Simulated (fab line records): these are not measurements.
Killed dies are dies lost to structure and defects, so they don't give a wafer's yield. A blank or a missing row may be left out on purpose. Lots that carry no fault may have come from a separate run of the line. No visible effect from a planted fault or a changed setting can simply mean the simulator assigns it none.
fab line records | flow sky130
record lots=14 | wafers=41 | last-day=50
route steps=708 shown VT_ADJUST_HVTP@88 PAD_OPEN@708
lots with no fault: from the same line, run without faults
start-h: hours from the record's opening day to when the first of the lot's shown wafers began | wait-h: hours elapsed since this lot's preceding step | " unchanged from the row above | L1.1+2: one row covering several wafers at once | - either no value or no given start | * or withheld: withheld | < > ~ a bound
route shown NAME@n: names a module that has steps shown in the file, with the first one's number in the route | usual: mean/standard deviation taken from wafers without a fault | same: alike in all rows | chamber/n: place in a boat | sites: readings site by site | _std_site: the values' standard deviation | _edge_site: outer sites' mean less inner sites' | radius-mm: for every site, how far away it sits from the centre of the wafer | mask NAME#n: copy n | behind: the most recent tool/chamber to have shaped the wafer | hold: what put the lot on hold/how long, in hours/how the hold closed | device: transistor that didn't switch, given as n, p or np | end of line: the tests these same wafers got at the end of their route | step lacking rows: just its recipe | killed: not the wafer's yield, but the dies lost to structure and defects at the first sort | map: a wafer's dies, marking killed ones x, the rest . and places with no die _
set.NAME: the setting that was run; set.NAME@STEP: the one run at that earlier step | model.NAME: the simulator's own value behind a step, which no gauge read
steps of the route over a sample of lots; a table a step, a row a wafer
services: a tool's chamber out of use, with start hour (start-h, from the record's first day; less than 0 if before it), hours out, and reason
## steps
# step SKY_VT_ADJUST_HVTP_SOFTBAKE_03
# recipe temp-c=90 | time-s=60 | resist=NOVOLAK
# usual heater-power-total-W=56.59/0.047 | run-length-s=89.24/0.23
lot.wafer | tool           | chamber | start-h | wait-h | heater-power-total-W | run-length-s
L271.1    | litho-track-01 | 0       | 113.70  | 0.1    | 56.55                | 89.34
L271.3    | "              | 0       | "       | "      | 56.63                | 89.35
L271.5    | "              | 0       | "       | "      | 56.65                | 89.46
L272.1    | litho-track-01 | 0       | 118.25  | 0.1    | 56.65                | 89.30
L272.3    | "              | 0       | "       | "      | 56.55                | 89.48
L272.4    | "              | 0       | "       | "      | 56.57                | 89.42
L274.2    | litho-track-01 | 0       | 132.08  | 0.1    | 56.64                | 89.30
L274.3    | "              | 0       | "       | "      | 56.56                | 89.45
L274.5    | "              | 0       | "       | "      | 56.64                | 89.32
L275.2    | litho-track-04 | 0       | 136.57  | 0.1    | 56.59                | 89.15
L275.3    | "              | 0       | "       | "      | 56.58                | 89.24
L275.4    | "              | 0       | "       | "      | 56.64                | 89.34
L276.3    | litho-track-01 | 0       | 139.55  | 0.1    | 56.65                | 89.30
L276.4    | "              | 0       | "       | "      | 56.55                | 89.46
L276.6    | "              | 0       | "       | "      | 56.60                | 89.36
L277.2    | litho-track-04 | 0       | 148.72  | 0.1    | 56.48                | 89.14
L277.4    | "              | 0       | "       | "      | 56.59                | 89.31
L277.6    | "              | 0       | "       | "      | 56.61                | 89.16
L279.3    | litho-track-03 | 0       | 160.13  | 0.1    | 56.60                | 89.12
L279.4    | "              | 0       | "       | "      | 56.57                | 88.95
L279.6    | "              | 0       | "       | "      | 56.61                | 88.82
L281.1    | litho-track-03 | 0       | 174.38  | 0.1    | 56.58                | 89.06
L281.2    | "              | 0       | "       | "      | 56.63                | 89.03
L281.4    | "              | 0       | "       | "      | 56.53                | 88.82
L285.1    | litho-track-01 | 0       | 201.45  | 0.1    | 56.63                | 89.34
L285.4    | "              | 0       | "       | "      | 56.64                | 100.08
L286.3    | litho-track-01 | 0       | 208.45  | 0.1    | 56.66                | 99.94
L286.5    | "              | 0       | "       | "      | 56.59                | 89.35
L286.6    | "              | 0       | "       | "      | 56.61                | 89.41
L290.1    | litho-track-03 | 0       | 240.38  | 0.1    | 56.62                | 88.91
L290.4    | "              | 0       | "       | "      | 56.60                | 88.80
L290.6    | "              | 0       | "       | "      | 56.64                | 88.93
L291.1    | litho-track-04 | 0       | 241.70  | 0.1    | 56.59                | 89.15
L291.3    | "              | 0       | "       | "      | 56.57                | 89.39
L291.5    | "              | 0       | "       | "      | 56.58                | 89.42
L292.2    | litho-track-04 | 0       | 248.02  | 0.1    | 56.55                | 89.55
L292.4    | "              | 0       | "       | "      | 56.61                | 89.30
L292.5    | "              | 0       | "       | "      | 56.54                | 89.21
L293.2    | litho-track-04 | 0       | 255.72  | 0.1    | 56.56                | 89.15
L293.3    | "              | 0       | "       | "      | 56.63                | 89.26
L293.6    | "              | 0       | "       | "      | 56.64                | 89.33
# step SKY_PAD_OPEN_PROBE_99
# usual killed_at_M0_to_M3=43/7 | killed_at_M4_up=3.4/1.9 | killed-at-contacts=24/5.4 | killed-at-front-end=15/4.4 | killed-at-other=0.4/0.63 | killed-dies=86/9.1 | killed-open=46/6.6 | killed-short=39/6.6
# same gross-dies=492 | killed-at-back-side=0
lot.wafer | tool      | chamber | start-h | wait-h | killed_at_M0_to_M3 | killed_at_M4_up | killed-at-contacts | killed-at-front-end | killed-at-other | killed-dies | killed-open | killed-short
L271.1    | prober-01 | -       | 1064.20 | 0.1    | 50                 | 3               | 25                 | 12                  | 0               | 90          | 50          | 40
L271.3    | prober-01 | -       | 1064.30 | 0.2    | 38                 | 2               | 21                 | 11                  | 1               | 73          | 41          | 32
L271.5    | prober-01 | -       | 1064.40 | 0.2    | 43                 | 2               | 19                 | 13                  | 0               | 77          | 40          | 37
L272.1    | prober-02 | -       | 1078.15 | 0.1    | 47                 | 4               | 13                 | 11                  | 0               | 75          | 45          | 30
L272.3    | prober-02 | -       | 1078.25 | 0.2    | 61                 | 4               | 37                 | 10                  | 0               | 112         | 66          | 46
L272.4    | prober-02 | -       | 1078.30 | 0.2    | 52                 | 0               | 32                 | 9                   | 0               | 93          | 54          | 39
L274.2    | prober-01 | -       | 1114.91 | 0.1    | 44                 | 2               | 18                 | 18                  | 0               | 82          | 48          | 32
L274.3    | prober-01 | -       | 1114.96 | 0.2    | 39                 | 4               | 21                 | 21                  | 0               | 85          | 54          | 31
L274.5    | prober-01 | -       | 1115.06 | 0.2    | 48                 | 3               | 16                 | 26                  | 0               | 93          | 52          | 36
L275.2    | prober-01 | -       | 1117.59 | 0.1    | 40                 | 3               | 21                 | 13                  | 1               | 78          | 40          | 38
L275.3    | prober-01 | -       | 1117.64 | 0.2    | 45                 | 1               | 22                 | 11                  | 1               | 80          | 49          | 31
L275.4    | prober-01 | -       | 1117.69 | 0.2    | 42                 | 5               | 19                 | 9                   | 0               | 75          | 47          | 28
L277.2    | prober-02 | -       | 1118.74 | 0.1    | 38                 | 6               | 31                 | 18                  | 1               | 94          | 58          | 36
L277.4    | prober-02 | -       | 1118.84 | 0.2    | 31                 | 2               | 35                 | 17                  | 0               | 85          | 41          | 44
L277.6    | prober-02 | -       | 1118.94 | 0.2    | 39                 | 3               | 22                 | 22                  | 0               | 86          | 48          | 38
L276.3    | prober-02 | -       | 1121.24 | 0.2    | 35                 | 7               | 19                 | 14                  | 0               | 75          | 40          | 35
L276.4    | prober-02 | -       | 1121.29 | 0.2    | 40                 | 4               | 18                 | 15                  | 0               | 77          | 44          | 33
L276.6    | prober-02 | -       | 1121.39 | 0.2    | 49                 | 6               | 26                 | 6                   | 1               | 88          | 44          | 44
L279.3    | prober-02 | -       | 1129.52 | 0.2    | 43                 | 5               | 24                 | 14                  | 1               | 87          | 55          | 32
L279.4    | prober-02 | -       | 1129.57 | 0.2    | 47                 | 5               | 22                 | 16                  | 0               | 90          | 48          | 42
L279.6    | prober-02 | -       | 1129.67 | 0.2    | 39                 | 5               | 20                 | 15                  | 0               | 79          | 40          | 38
L281.1    | prober-01 | -       | 1130.77 | 0.1    | 38                 | 2               | 18                 | 11                  | 0               | 69          | 39          | 30
L281.2    | prober-01 | -       | 1130.82 | 0.1    | 44                 | 1               | 22                 | 13                  | 0               | 80          | 39          | 41
L281.4    | prober-01 | -       | 1130.92 | 0.2    | 52                 | 0               | 17                 | 10                  | 0               | 79          | 45          | 34
L285.1    | prober-01 | -       | 1153.27 | 0.1    | 51                 | 3               | 16                 | 16                  | 0               | 86          | 47          | 39
L285.4    | prober-01 | -       | 1153.42 | 0.2    | 43                 | 2               | 28                 | 12                  | 0               | 85          | 47          | 38
L286.3    | prober-02 | -       | 1163.45 | 0.2    | 34                 | 0               | 15                 | 15                  | 0               | 64          | 38          | 26
L286.5    | prober-02 | -       | 1163.55 | 0.2    | 46                 | 5               | 26                 | 17                  | 1               | 95          | 57          | 37
L286.6    | prober-02 | -       | 1163.60 | 0.2    | 44                 | 3               | 21                 | 8                   | 0               | 76          | 48          | 28
L291.1    | prober-02 | -       | 1185.01 | 0.1    | 39                 | 6               | 19                 | 12                  | 0               | 76          | 51          | 25
L291.3    | prober-02 | -       | 1185.11 | 0.2    | 37                 | 6               | 29                 | 25                  | 0               | 97          | 52          | 45
L291.5    | prober-02 | -       | 1185.21 | 0.2    | 49                 | 0               | 17                 | 9                   | 0               | 75          | 44          | 31
L290.1    | prober-01 | -       | 1187.24 | 0.1    | 40                 | 3               | 21                 | 21                  | 1               | 86          | 43          | 43
L290.4    | prober-01 | -       | 1187.39 | 0.2    | 41                 | 2               | 23                 | 11                  | 0               | 77          | 41          | 36
L290.6    | prober-01 | -       | 1187.49 | 0.2    | 38                 | 6               | 29                 | 13                  | 0               | 86          | 46          | 39
L292.2    | prober-02 | -       | 1188.30 | 0.1    | 39                 | 6               | 22                 | 17                  | 0               | 84          | 46          | 38
L292.4    | prober-02 | -       | 1188.40 | 0.2    | 37                 | 3               | 30                 | 13                  | 0               | 83          | 50          | 33
L292.5    | prober-02 | -       | 1188.45 | 0.2    | 35                 | 3               | 25                 | 12                  | 0               | 75          | 37          | 38
L293.2    | prober-01 | -       | 1194.92 | 0.1    | 34                 | 3               | 24                 | 14                  | 0               | 75          | 39          | 36
L293.3    | prober-01 | -       | 1194.97 | 0.2    | 44                 | 0               | 33                 | 17                  | 1               | 95          | 39          | 56
L293.6    | prober-01 | -       | 1195.12 | 0.2    | 34                 | 1               | 20                 | 13                  | 0               | 68          | 33          | 35
# killed by level:class
L271.1 VIA1:geometric-particle:open=13 CONTACT:geometric-particle:open=10 LI_CONTACT:geometric-particle:open=7 METAL3:geometric-particle:short=6 POLY_GATE:geometric-particle:open=5 VIA1:geometric-particle:short=5 VIA2:geometric-particle:short=5 VIA3:geometric-particle:open=5
L271.3 VIA1:geometric-particle:open=12 LI_CONTACT:geometric-particle:short=6 LI_CONTACT:geometric-particle:open=6 CONTACT:geometric-particle:open=5 VIA3:geometric-particle:open=5 CONTACT:geometric-particle:short=4 VIA1:geometric-particle:short=4 VIA3:geometric-particle:short=4
L271.5 VIA1:geometric-particle:open=10 CONTACT:geometric-particle:open=6 METAL1:geometric-particle:short=6 VIA1:geometric-particle:short=6 VIA2:geometric-particle:open=6 FIELD_ISO:geometric-particle:open=5 LI_CONTACT:geometric-particle:open=5 LOCAL_INTERCONNECT:geometric-particle:short=5
L272.1 VIA1:geometric-particle:open=18 VIA3:geometric-particle:open=10 CONTACT:geometric-particle:open=6 FIELD_ISO:geometric-particle:short=5 METAL1:geometric-particle:short=5 CONTACT:geometric-particle:short=4 VIA2:geometric-particle:open=4 VIA1:geometric-particle:short=3
L272.3 VIA1:geometric-particle:open=18 LI_CONTACT:geometric-particle:open=13 CONTACT:geometric-particle:open=12 VIA1:geometric-particle:short=9 CONTACT:geometric-particle:short=7 VIA2:geometric-particle:open=7 VIA3:geometric-particle:open=6 FIELD_ISO:geometric-particle:open=5
L272.4 VIA1:geometric-particle:open=13 CONTACT:geometric-particle:open=11 CONTACT:geometric-particle:short=8 METAL1:geometric-particle:short=8 VIA2:geometric-particle:open=8 LI_CONTACT:geometric-particle:open=7 VIA3:geometric-particle:open=7 VIA2:geometric-particle:short=7
L274.2 VIA1:geometric-particle:open=12 VIA1:geometric-particle:short=9 CONTACT:geometric-particle:open=8 VIA2:geometric-particle:open=8 SPACER:geometric-particle:open=5 LI_CONTACT:geometric-particle:open=5 VIA2:geometric-particle:short=4 VIA3:geometric-particle:open=4
L274.3 VIA1:geometric-particle:open=13 CONTACT:geometric-particle:open=9 LI_CONTACT:geometric-particle:open=8 FIELD_ISO:geometric-particle:open=6 POLY_GATE:geometric-particle:short=6 VIA1:geometric-particle:short=6 VIA3:geometric-particle:open=5 VIA2:geometric-particle:open=5
L274.5 VIA1:geometric-particle:open=18 CONTACT:geometric-particle:open=8 FIELD_ISO:geometric-particle:short=7 FIELD_ISO:geometric-particle:open=5 VIA2:geometric-particle:open=5 VIA3:geometric-particle:open=5 METAL2:geometric-particle:short=4 POLY_GATE:geometric-particle:short=4
L275.2 VIA1:geometric-particle:open=9 CONTACT:geometric-particle:open=6 CONTACT:geometric-particle:short=6 VIA3:geometric-particle:open=6 VIA2:geometric-particle:open=6 POLY_GATE:geometric-particle:short=4 LI_CONTACT:geometric-particle:short=4 VIA3:geometric-particle:short=4
L275.3 VIA1:geometric-particle:open=15 VIA3:geometric-particle:open=8 LI_CONTACT:geometric-particle:open=7 VIA2:geometric-particle:open=6 CONTACT:geometric-particle:open=6 METAL2:geometric-particle:short=6 FIELD_ISO:geometric-particle:short=4 FIELD_ISO:geometric-particle:open=4
L275.4 VIA1:geometric-particle:open=13 LI_CONTACT:geometric-particle:open=6 CONTACT:geometric-particle:open=6 VIA2:geometric-particle:open=6 VIA3:geometric-particle:open=5 POLY_GATE:geometric-particle:short=4 VIA2:geometric-particle:short=4 POLY_GATE:geometric-particle:open=3
L277.2 CONTACT:geometric-particle:open=12 LI_CONTACT:geometric-particle:open=9 VIA2:geometric-particle:open=8 CONTACT:geometric-particle:short=8 POLY_GATE:geometric-particle:open=7 VIA1:geometric-particle:open=7 FIELD_ISO:geometric-particle:short=5 VIA2:geometric-particle:short=4
L277.4 CONTACT:geometric-particle:open=15 CONTACT:geometric-particle:short=9 VIA1:geometric-particle:open=8 FIELD_ISO:geometric-particle:short=6 VIA2:geometric-particle:open=5 LI_CONTACT:geometric-particle:short=4 LOCAL_INTERCONNECT:geometric-particle:short=4 FIELD_ISO:geometric-particle:open=3
L277.6 CONTACT:geometric-particle:open=10 VIA1:geometric-particle:open=7 VIA3:geometric-particle:open=6 POLY_GATE:geometric-particle:short=5 POLY_GATE:geometric-particle:open=5 VIA2:geometric-particle:open=5 METAL3:geometric-particle:short=5 VIA3:geometric-particle:short=5
L276.3 VIA3:geometric-particle:open=9 LI_CONTACT:geometric-particle:open=5 METAL2:geometric-particle:short=5 METAL4:geometric-particle:short=5 VIA1:geometric-particle:open=5 VIA1:geometric-particle:short=5 POLY_GATE:geometric-particle:open=4 CONTACT:geometric-particle:open=4
L276.4 VIA3:geometric-particle:open=8 FIELD_ISO:geometric-particle:open=7 CONTACT:geometric-particle:open=7 VIA1:geometric-particle:open=7 METAL2:geometric-particle:short=5 LOCAL_INTERCONNECT:geometric-particle:short=4 LI_CONTACT:geometric-particle:open=4 METAL1:geometric-particle:short=4
L276.6 VIA1:geometric-particle:open=11 VIA3:geometric-particle:open=9 LI_CONTACT:geometric-particle:open=8 LOCAL_INTERCONNECT:geometric-particle:short=7 VIA3:geometric-particle:short=6 CONTACT:geometric-particle:open=5 METAL1:geometric-particle:short=5 METAL4:geometric-particle:short=5
L279.3 CONTACT:geometric-particle:open=14 VIA1:geometric-particle:open=13 FIELD_ISO:geometric-particle:open=7 VIA2:geometric-particle:open=7 VIA3:geometric-particle:short=5 VIA3:geometric-particle:open=5 LOCAL_INTERCONNECT:geometric-particle:short=4 METAL2:geometric-particle:short=4
L279.4 VIA3:geometric-particle:open=9 CONTACT:geometric-particle:open=7 LI_CONTACT:geometric-particle:open=6 METAL2:geometric-particle:short=6 VIA1:geometric-particle:open=6 POLY_GATE:geometric-particle:open=5 CONTACT:geometric-particle:short=5 METAL1:geometric-particle:short=5
L279.6 LI_CONTACT:geometric-particle:open=12 VIA1:geometric-particle:open=9 FIELD_ISO:geometric-particle:short=7 METAL1:geometric-particle:short=7 METAL2:geometric-particle:short=5 VIA2:geometric-particle:open=5 VIA3:geometric-particle:open=4 VIA3:geometric-particle:short=4
L281.1 VIA1:geometric-particle:open=17 LI_CONTACT:geometric-particle:open=6 METAL3:geometric-particle:short=6 LOCAL_INTERCONNECT:geometric-particle:short=4 CONTACT:geometric-particle:open=4 VIA2:geometric-particle:short=4 POLY_GATE:geometric-particle:short=3 VIA2:geometric-particle:open=3
L281.2 VIA2:geometric-particle:open=11 CONTACT:geometric-particle:short=9 VIA1:geometric-particle:open=8 CONTACT:geometric-particle:open=7 VIA1:geometric-particle:short=6 VIA3:geometric-particle:open=6 FIELD_ISO:geometric-particle:short=4 METAL1:geometric-particle:short=4
L281.4 VIA1:geometric-particle:open=9 VIA2:geometric-particle:open=8 METAL1:geometric-particle:short=8 CONTACT:geometric-particle:open=6 METAL3:geometric-particle:short=5 LI_CONTACT:geometric-particle:open=5 VIA3:geometric-particle:open=5 VIA2:geometric-particle:short=5
L285.1 VIA1:geometric-particle:open=12 VIA2:geometric-particle:open=11 VIA1:geometric-particle:short=7 LI_CONTACT:geometric-particle:open=5 CONTACT:geometric-particle:open=5 VIA2:geometric-particle:short=5 FIELD_ISO:geometric-particle:open=4 FIELD_ISO:geometric-particle:short=3
L285.4 VIA1:geometric-particle:open=11 CONTACT:geometric-particle:open=10 LI_CONTACT:geometric-particle:open=7 LOCAL_INTERCONNECT:geometric-particle:short=6 METAL2:geometric-particle:short=6 VIA1:geometric-particle:short=5 LI_CONTACT:geometric-particle:short=4 METAL1:geometric-particle:short=4
L286.3 VIA1:geometric-particle:open=13 VIA2:geometric-particle:open=7 FIELD_ISO:geometric-particle:short=6 LI_CONTACT:geometric-particle:open=4 LOCAL_INTERCONNECT:geometric-particle:short=4 CONTACT:geometric-particle:open=4 METAL2:geometric-particle:short=4 FIELD_ISO:geometric-particle:open=3
L286.5 VIA1:geometric-particle:open=14 CONTACT:geometric-particle:open=10 VIA3:geometric-particle:open=9 METAL1:geometric-particle:short=8 LI_CONTACT:geometric-particle:open=7 FIELD_ISO:geometric-particle:short=5 POLY_GATE:geometric-particle:short=5 LOCAL_INTERCONNECT:geometric-particle:short=4
L286.6 VIA1:geometric-particle:open=16 CONTACT:geometric-particle:open=8 VIA3:geometric-particle:open=8 POLY_GATE:geometric-particle:short=5 VIA2:geometric-particle:open=5 METAL2:geometric-particle:short=5 LI_CONTACT:geometric-particle:open=4 LOCAL_INTERCONNECT:geometric-particle:short=4
L291.1 VIA1:geometric-particle:open=12 CONTACT:geometric-particle:open=9 VIA3:geometric-particle:open=8 LI_CONTACT:geometric-particle:open=5 POLY_GATE:geometric-particle:open=4 METAL4:geometric-particle:short=4 VIA1:geometric-particle:short=4 METAL2:geometric-particle:short=4
L291.3 CONTACT:geometric-particle:open=12 FIELD_ISO:geometric-particle:open=8 VIA2:geometric-particle:open=7 VIA1:geometric-particle:open=6 LOCAL_INTERCONNECT:geometric-particle:short=6 VIA3:geometric-particle:open=6 FIELD_ISO:geometric-particle:short=5 LI_CONTACT:geometric-particle:open=5
L291.5 VIA2:geometric-particle:open=10 VIA3:geometric-particle:open=9 CONTACT:geometric-particle:open=9 VIA1:geometric-particle:open=6 VIA1:geometric-particle:short=5 LOCAL_INTERCONNECT:geometric-particle:short=4 VIA2:geometric-particle:short=4 VIA3:geometric-particle:short=3
L290.1 VIA1:geometric-particle:open=12 POLY_GATE:geometric-particle:short=9 LI_CONTACT:geometric-particle:open=6 CONTACT:geometric-particle:open=6 METAL1:geometric-particle:short=6 VIA2:geometric-particle:open=6 METAL3:geometric-particle:short=5 FIELD_ISO:geometric-particle:open=4
L290.4 VIA1:geometric-particle:open=8 CONTACT:geometric-particle:open=7 VIA2:geometric-particle:open=7 VIA3:geometric-particle:open=6 LI_CONTACT:geometric-particle:short=5 LI_CONTACT:geometric-particle:open=5 VIA1:geometric-particle:short=5 METAL2:geometric-particle:short=4
L290.6 CONTACT:geometric-particle:open=10 LOCAL_INTERCONNECT:geometric-particle:short=9 VIA1:geometric-particle:open=8 VIA3:geometric-particle:open=6 METAL1:geometric-particle:short=6 VIA2:geometric-particle:open=5 METAL4:geometric-particle:short=5 LI_CONTACT:geometric-particle:open=4
L292.2 CONTACT:geometric-particle:open=10 VIA1:geometric-particle:open=9 FIELD_ISO:geometric-particle:short=7 VIA2:geometric-particle:open=7 FIELD_ISO:geometric-particle:open=4 LI_CONTACT:geometric-particle:open=4 CONTACT:geometric-particle:short=4 METAL2:geometric-particle:short=4
L292.4 CONTACT:geometric-particle:open=16 VIA3:geometric-particle:open=10 METAL1:geometric-particle:short=6 CONTACT:geometric-particle:short=5 METAL2:geometric-particle:short=5 VIA2:geometric-particle:open=5 POLY_GATE:geometric-particle:open=4 LI_CONTACT:geometric-particle:open=4
L292.5 VIA1:geometric-particle:open=8 CONTACT:geometric-particle:open=7 LI_CONTACT:geometric-particle:open=6 LOCAL_INTERCONNECT:geometric-particle:short=6 VIA1:geometric-particle:short=5 METAL3:geometric-particle:short=4 VIA2:geometric-particle:open=4 FIELD_ISO:geometric-particle:short=3
L293.2 CONTACT:geometric-particle:open=9 POLY_GATE:geometric-particle:open=6 VIA2:geometric-particle:open=6 VIA1:geometric-particle:open=6 LOCAL_INTERCONNECT:geometric-particle:short=5 CONTACT:geometric-particle:short=5 METAL2:geometric-particle:short=4 LI_CONTACT:geometric-particle:open=4
L293.3 CONTACT:geometric-particle:open=11 CONTACT:geometric-particle:short=10 VIA1:geometric-particle:open=8 METAL2:geometric-particle:short=8 VIA2:geometric-particle:short=7 LOCAL_INTERCONNECT:geometric-particle:short=6 POLY_GATE:geometric-particle:open=5 VIA1:geometric-particle:short=5
L293.6 CONTACT:geometric-particle:open=6 METAL1:geometric-particle:short=6 VIA1:geometric-particle:open=6 LI_CONTACT:geometric-particle:open=5 FIELD_ISO:geometric-particle:short=4 LOCAL_INTERCONNECT:geometric-particle:short=4 CONTACT:geometric-particle:short=4 VIA3:geometric-particle:short=4
## services
tool           | chamber | start-h | hours | kind
litho-track-04 | -       | 93.80   | -     | consumable-replace:filter
litho-track-03 | -       | 194.34  | -     | consumable-replace:filter
## key
first-sign step=SKY_VT_ADJUST_HVTP_SOFTBAKE_03 | reading=run-length-s | direction=up | sigmas=47 | usual=* | struck=*
effect none on later readings
met-at SKY_VT_ADJUST_HVTP_SOFTBAKE_03
struck-lots L285,L286
struck-wafers L285.4,L286.3
tester-left-out L285,L286
onset-between 139.55 201.45
fault kind=process-parameter-drift | tool=litho-track-01 | chamber=- | onset-h=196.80 | steps=SKY_VT_ADJUST_HVTP_SOFTBAKE_03 | channel=time-s | offset=* | shape=step | end-h=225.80 | scope=struck-wafers-only | acts-in=* | stated=*
# tester-left-out: of these lots the tester's yield and bins aren't shown, on N5 and GAA mostly nor the transistor test; their killed dies are dies lost to structure and defects alone, not to doping, threshold or leakage, so they don't give the yield
